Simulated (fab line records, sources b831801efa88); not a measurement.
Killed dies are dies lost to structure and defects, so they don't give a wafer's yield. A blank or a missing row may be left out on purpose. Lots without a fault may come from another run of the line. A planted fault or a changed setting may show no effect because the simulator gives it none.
fab line records | flow sky130
record lots=6 wafers=18 last_day=50
route steps=708 shown FIELD_ISO@1 PAD_OPEN@708
lots that met no fault: from a run of the same line without faults
start_h: hours from the record's first day to the start of the lot's first wafer shown | wait_h: hours since the lot's step before | " the same as in the row above | L1.1+2: a row that stands for several wafers | - no value, or no start given | * or withheld: withheld | < > ~ a bound
route shown NAME@n: a module of which the file shows steps, and the number in the route of the first | usual: mean/standard deviation of fault-free wafers | same: alike in all rows | chamber/n: place in a boat | sites: the reading at each site | _std_site: their standard deviation | _edge_site: outer sites' mean less inner sites' | radius_mm: how far each site lies from the wafer's centre | mask NAME#n: copy n | behind: the tool/chamber that last shaped the wafer | hold: why the lot was held/for how many hours/how that ended | device: the transistor (n, p or np) that didn't switch | end of line: the same wafers' tests at the end of the route | a step without rows: its recipe alone | killed: dies lost to structure and defects at the first sort, not the wafer's yield | map: a wafer's dies, x killed, . not, _ none there
set.NAME: the setting as run; set.NAME@STEP: as run at that earlier step | model.NAME: the simulator's own value behind a step, which no gauge read
lots at some steps of the route; a table a step, a row a wafer
## steps
# step SKY_FIELD_ISO_BOW_MEAS_00
# recipe mode=bow
# usual INCOMING_BOW=0/5.7
# columns lot.wafer tool chamber start_h wait_h INCOMING_BOW[um]
L162.3 film_metro-03 - 10.04 - -9
L162.4 " - " " -4
L162.5 " - " " 0
L163.3 film_metro-01 - 15.04 - -1
L163.4 " - " " -6
L163.5 " - " " 0
L170.3 film_metro-01 - 50.04 - 4
L170.4 " - " " 6
L170.6 " - " " 12
L171.1 film_metro-01 - 55.00 - -3
L171.2 " - " " -4
L171.5 " - " " 0
L174.1 film_metro-01 - 70.00 - 2
L174.4 " - " " 3
L174.5 " - " " -2
L183.1 film_metro-01 - 115.00 - 1
L183.5 " - " " -10
L183.6 " - " " -10
# step SKY_FIELD_ISO_OXIDATION_01
# recipe temp_c=900 ambient=O2 stabilise_s=600 purge_s=300 target_thk_a=120 ox_time_s=1843
# step SKY_FIELD_ISO_THK_MEAS_02
# recipe reads=SiO2_of_FIELD_ISO_OXIDATION_01
# usual FIELD_ISO_OXIDATION_00_THK=12.06/0.22
# columns lot.wafer tool chamber start_h wait_h FIELD_ISO_OXIDATION_00_THK[nm]
L162.3 film_metro-01 - 12.98 0.0 11.74
L162.4 " - " " 11.76
L162.5 " - " " 11.92
L163.3 film_metro-03 - 21.04 0.0 12.71
L163.4 " - " " 12.60
L163.5 " - " " 12.43
L170.3 film_metro-03 - 52.25 0.1 11.98
L170.4 " - " " 11.96
L170.6 " - " " 11.98
L171.1 film_metro-02 - 58.13 0.0 12.18
L171.2 " - " " 12.02
L171.5 " - " " 12.14
L174.1 film_metro-02 - 71.63 0.0 11.66
L174.4 " - " " 11.58
L174.5 " - " " 11.67
L183.1 film_metro-02 - 117.84 0.0 11.88
L183.5 " - " " 11.85
L183.6 " - " " 12.04
# step SKY_FIELD_ISO_CVD_03
# recipe material=Si3N4 precursor=DCS/NH3 target_thk_nm=165 temp_c=770 time_s=2830 pressure_mtorr=250
# usual pressure_mtorr=250.1/0.45 spike_tc_bottom_C=788.9/1.1 zone_power_lower_pct=11.3/1.2
# columns lot.wafer tool chamber start_h wait_h pressure_mtorr spike_tc_bottom_C zone_power_lower_pct
L162.3 lpcvd-02 1 14.24 1.2 250.3 789.2 10.6
L162.4 " 1 " " 250.2 788.7 10.4
L162.5 " 1 " " 249.8 789.4 10.4
L163.3 lpcvd-02 1 21.08 0.0 251.1 788.8 10.4
L163.4 " 1 " " 250.1 787.6 10.4
L163.5 " 1 " " 250.4 791.7 10.5
L170.3 lpcvd-02 0 54.04 1.8 - - -
L170.4 " 0 " " - - -
L170.6 " 0 " " - - -
L171.1 lpcvd-02 1 59.56 1.4 - - -
L171.2 " 1 " " - - -
L171.5 " 1 " " - - -
L174.1 lpcvd-02 1 73.69 2.1 249.9 789.4 10.4
L174.4 " 1 " " 249.7 789.0 10.5
L174.5 " 1 " " 249.6 791.0 10.5
L183.1 lpcvd-02 0 117.90 0.1 250.0 786.5 12.8
L183.5 " 0 " " 249.7 787.7 12.9
L183.6 " 0 " " 249.9 787.0 13.1
# step SKY_PAD_OPEN_PROBE_99
# usual defect_limited_yield=82.8/2 killed_at_M0_to_M3=43/7.8 killed_at_M4_up=3.2/1.9 killed_at_contacts=24/5 killed_at_front_end=14/4.5 killed_at_other=0.2/0.41 killed_dies=84/9.6 killed_open=47/6.9 killed_short=38/6 sort_bin_3_pad_short=0.8/0.43 sort_bin_5_function=10.1/1.4 sort_bin_6_memory=6.3/1.1 sort_n_pass=408/9.6 sort_yield_pct=82.8/2
# same gross_dies=492 killed_at_back_side=0 sort_bin_4_leakage[%]=0 sort_bin_8_speed[%]=0
# columns lot.wafer tool chamber start_h wait_h defect_limited_yield[%] killed_at_M0_to_M3 killed_at_M4_up killed_at_contacts killed_at_front_end killed_at_other killed_dies killed_open killed_short sort_bin_3_pad_short[%] sort_bin_5_function[%] sort_bin_6_memory[%] sort_n_pass sort_yield_pct[%]
L162.3 prober-02 - 1076.31 0.2 83.3 48 5 19 10 0 82 47 35 0.6 10.0 6.1 410 83.3
L162.4 prober-02 - 1076.36 0.2 80.3 57 3 26 11 0 97 50 47 1.2 11.4 7.1 395 80.3
L162.5 prober-02 - 1076.41 0.2 80.5 56 2 26 12 0 96 63 33 0.8 12.2 6.5 396 80.5
L163.3 prober-01 - 1080.40 0.2 83.9 39 3 26 11 0 79 37 42 0.6 8.5 6.9 413 83.9
L163.4 prober-01 - 1080.45 0.2 81.3 51 4 24 13 0 92 42 50 2.0 10.0 6.7 400 81.3
L163.5 prober-01 - 1080.50 0.2 81.3 40 2 31 19 0 92 47 45 1.0 10.8 6.9 400 81.3
L174.1 prober-02 - 1155.70 0.1 84.3 40 3 21 13 0 77 41 36 0.4 9.1 6.1 415 84.3
L174.4 prober-02 - 1155.85 0.2 87.6 25 3 21 11 1 61 32 29 0.2 7.7 4.5 431 87.6
L174.5 prober-02 - 1155.90 0.2 84.1 44 5 21 8 0 78 42 36 0.6 9.8 5.5 414 84.1
L183.1 prober-01 - 1195.35 0.1 81.9 40 4 30 15 0 89 49 40 1.2 10.2 6.7 403 81.9
L183.5 prober-01 - 1195.55 0.2 84.3 36 4 27 10 0 77 38 39 1.0 8.9 5.7 415 84.3
L183.6 prober-01 - 1195.60 0.2 83.9 41 2 24 12 0 79 45 34 0.8 8.7 6.5 413 83.9
# killed by level:class
L162.3 VIA1:geometric_particle:open=15 CONTACT:geometric_particle:open=8 METAL2:geometric_particle:short=7 VIA1:geometric_particle:short=6 VIA2:geometric_particle:open=6 CONTACT:geometric_particle:short=5 METAL1:geometric_particle:short=4 POLY_GATE:geometric_particle:short=3
L162.4 VIA1:geometric_particle:open=14 CONTACT:geometric_particle:open=10 VIA2:geometric_particle:open=9 LI_CONTACT:geometric_particle:open=7 VIA1:geometric_particle:short=7 METAL1:geometric_particle:short=7 LOCAL_INTERCONNECT:geometric_particle:short=6 FIELD_ISO:geometric_particle:short=5
L162.5 VIA1:geometric_particle:open=16 VIA2:geometric_particle:open=13 CONTACT:geometric_particle:open=11 LI_CONTACT:geometric_particle:open=9 VIA3:geometric_particle:open=6 METAL1:geometric_particle:short=5 VIA1:geometric_particle:short=5 POLY_GATE:geometric_particle:short=4
L163.3 CONTACT:geometric_particle:open=9 METAL2:geometric_particle:short=9 VIA3:geometric_particle:short=8 LI_CONTACT:geometric_particle:open=8 CONTACT:geometric_particle:short=7 VIA3:geometric_particle:open=6 VIA1:geometric_particle:open=6 SPACER:geometric_particle:short=3
L163.4 CONTACT:geometric_particle:open=10 VIA3:geometric_particle:open=10 CONTACT:geometric_particle:short=8 METAL1:geometric_particle:short=8 VIA2:geometric_particle:open=8 METAL3:geometric_particle:short=7 VIA1:geometric_particle:short=4 VIA1:geometric_particle:open=4
L163.5 CONTACT:geometric_particle:open=9 VIA1:geometric_particle:open=7 LI_CONTACT:geometric_particle:open=7 CONTACT:geometric_particle:short=7 VIA2:geometric_particle:short=6 VIA3:geometric_particle:open=6 POLY_GATE:geometric_particle:open=5 VIA1:geometric_particle:short=5
L174.1 VIA2:geometric_particle:open=11 VIA1:geometric_particle:open=8 LI_CONTACT:geometric_particle:open=7 FIELD_ISO:geometric_particle:short=6 CONTACT:geometric_particle:open=5 METAL1:geometric_particle:short=5 FIELD_ISO:geometric_particle:open=4 VIA2:geometric_particle:short=4
L174.4 CONTACT:geometric_particle:open=10 METAL1:geometric_particle:short=6 CONTACT:geometric_particle:short=4 VIA2:geometric_particle:open=4 VIA3:geometric_particle:open=4 SONOS_ONO:geometric_particle:open=3 SPACER:geometric_particle:short=3 LOCAL_INTERCONNECT:geometric_particle:open=3
L174.5 METAL2:geometric_particle:short=9 VIA1:geometric_particle:open=9 VIA3:geometric_particle:open=8 LI_CONTACT:geometric_particle:open=7 CONTACT:geometric_particle:open=6 VIA1:geometric_particle:short=6 VIA2:geometric_particle:open=4 METAL4:geometric_particle:short=4
L183.1 LI_CONTACT:geometric_particle:open=11 CONTACT:geometric_particle:open=8 VIA1:geometric_particle:open=8 VIA3:geometric_particle:open=8 VIA1:geometric_particle:short=6 FIELD_ISO:geometric_particle:short=5 POLY_GATE:geometric_particle:open=5 CONTACT:geometric_particle:short=5
L183.5 VIA1:geometric_particle:open=8 LOCAL_INTERCONNECT:geometric_particle:short=7 LI_CONTACT:geometric_particle:open=7 CONTACT:geometric_particle:open=7 METAL2:geometric_particle:short=7 POLY_GATE:geometric_particle:short=4 METAL1:geometric_particle:short=4 VIA3:geometric_particle:open=4
L183.6 VIA1:geometric_particle:open=13 CONTACT:geometric_particle:open=8 LI_CONTACT:geometric_particle:open=6 LOCAL_INTERCONNECT:geometric_particle:short=5 VIA2:geometric_particle:open=5 VIA3:geometric_particle:open=5 METAL1:geometric_particle:short=4 VIA1:geometric_particle:short=4
## key
first_sign step=SKY_FIELD_ISO_CVD_03 reading=tool_record direction=missing
effect none on later readings
met_at SKY_FIELD_ISO_CVD_03
struck_wafers L170.3,L170.4,L170.6,L171.1,L171.2,L171.5
scrapped_behind SKY_FIELD_ISO_THK_MEAS_04 L170.3,L170.4,L170.6,L171.1,L171.2,L171.5
onset_between 21.08 54.04
fault kind=skipped_step_whole tool=lpcvd-02 chamber=- onset_h=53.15 steps=SKY_FIELD_ISO_CVD_03 scope=struck_lots_only
